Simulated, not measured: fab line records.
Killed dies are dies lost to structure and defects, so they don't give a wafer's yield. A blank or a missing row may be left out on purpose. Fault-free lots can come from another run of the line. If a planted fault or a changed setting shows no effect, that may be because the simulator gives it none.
A struck lot beside a sound one | flow sfq-line | 14 steps out of a route of 325
Sound: wafers L113.1, L113.5, L113.6. The struck wafers were L115.1, L115.3, L115.6. The cause is given at the end.
At each step with rows: each side's tool, then ch and its chambers, then its first start. Under that, the readings that differ: sound wafers | struck wafers | difference of the means | sigmas: that difference in standard deviations of wafers without a fault.
alike: words and numbers the same on both sides, and readings whose means are apart by under 2 such deviations; not compared: readings that were withheld, readings missing a value for some wafer, numbers with overlapping values and no deviation given by the record, and bounds like >300 which may hide the same value.
A row with sigmas, a row that says differs or no value, or rows on one side alone: a step with any of these is where the two part. Non-overlapping numbers with no deviation appear without sigmas and do not part them. A reading that every wafer of one side lacks parts them only if that side has two wafers or more.

SFQ_TRILAYER_A5B_CMP_CMP_130: polishes, stops on Nb, target thk 340.7 nm.
  sound on cmp-02 ch 1,2,3, day 66 02:23; struck on cmp-02 ch 1,2,3, day 66 10:53
  alike: edge-zone-pressure-frac, motor-current-A, retaining-ring-pressure-frac, slurry-flow-ml-min
SFQ_TRILAYER_A5B_METRO_MEASURE_131:
  sound on film-metro-02, day 66 04:23; struck on film-metro-04, day 66 13:23
  alike: thk-nm
SFQ_TRILAYER_R5_DEP_SPUTTER_132: material Ti, target thk 5 nm, time 5 s.
  sound on pvd-sputter-04, day 66 05:35; struck on pvd-sputter-05, day 66 14:35
  alike: throttle-valve-pct
SFQ_TRILAYER_R5_DEP_SPUTTER_133: material MoNx, target thk 40 nm, time 66.7 s.
  sound on pvd-sputter-04, day 66 05:36; struck on pvd-sputter-05, day 66 14:36
  alike: throttle-valve-pct
SFQ_TRILAYER_R5_DEP_SPUTTER_134: material Ti, target thk 5 nm, time 5 s.
  sound on pvd-sputter-04, day 66 05:40; struck on pvd-sputter-05, day 66 14:40
  alike: throttle-valve-pct
SFQ_R5_RS_MEAS_933: measures by four-point-probe.
  sound on film-metro-03, day 66 05:40; struck on film-metro-02, day 66 14:40
  alike: R5_MONX_RS
SFQ_R5_THK_MEAS_934: measures by xrf.
  sound on film-metro-03, day 66 05:47; struck on film-metro-02, day 66 14:47
  alike: R5_MONX_THK
then, 5 steps without rows for these wafers: SFQ_TRILAYER_R5_LITHO_COAT_141 (resist thk 62 nm); SFQ_TRILAYER_R5_LITHO_COAT_136 (resist thk 600 nm); SFQ_TRILAYER_R5_LITHO_SOFTBAKE_140; SFQ_TRILAYER_R5_LITHO_EXPOSE_137 (exposes mask R5, target cd 500 nm); SFQ_TRILAYER_R5_LITHO_PEB_139 (peb time 60 s).
-- the record jumps here: 2 days lie between the struck wafers' starts before and after --
SFQ_TRILAYER_R5_LITHO_DEVELOP_138: time 60 s.
  struck on litho-track-01, day 69 01:45; sound on litho-track-04 ch 0, day 66 07:57
  no value came back on the struck wafers for chill-plate-temp-C (C), exhaust-pa (Pa); on the sound wafers chill-plate-temp-C (C) reads 23.06 23.13 23.07
  reading                                             | sound             | struck          | difference | sigmas
  model.KrF_of_TRILAYER_R5_LITHO_COAT_136.thk-nm (nm) | 572.7 570.5 572.3 | 603 602.2 602.8 | +31        |
SFQ_R5_OVL_MEAS_935:
  sound on overlay-02, day 66 08:06; struck on overlay-02, day 69 01:54
  reading     | sound  | struck | difference                    | sigmas
  R5_OVL (nm) | -4 2 7 | - - -  | no value on the struck wafers |

== WHERE THEY PART ==
First at SFQ_TRILAYER_R5_LITHO_DEVELOP_138; last, within this record, at SFQ_R5_OVL_MEAS_935.

WHY: what had been put in by the simulator
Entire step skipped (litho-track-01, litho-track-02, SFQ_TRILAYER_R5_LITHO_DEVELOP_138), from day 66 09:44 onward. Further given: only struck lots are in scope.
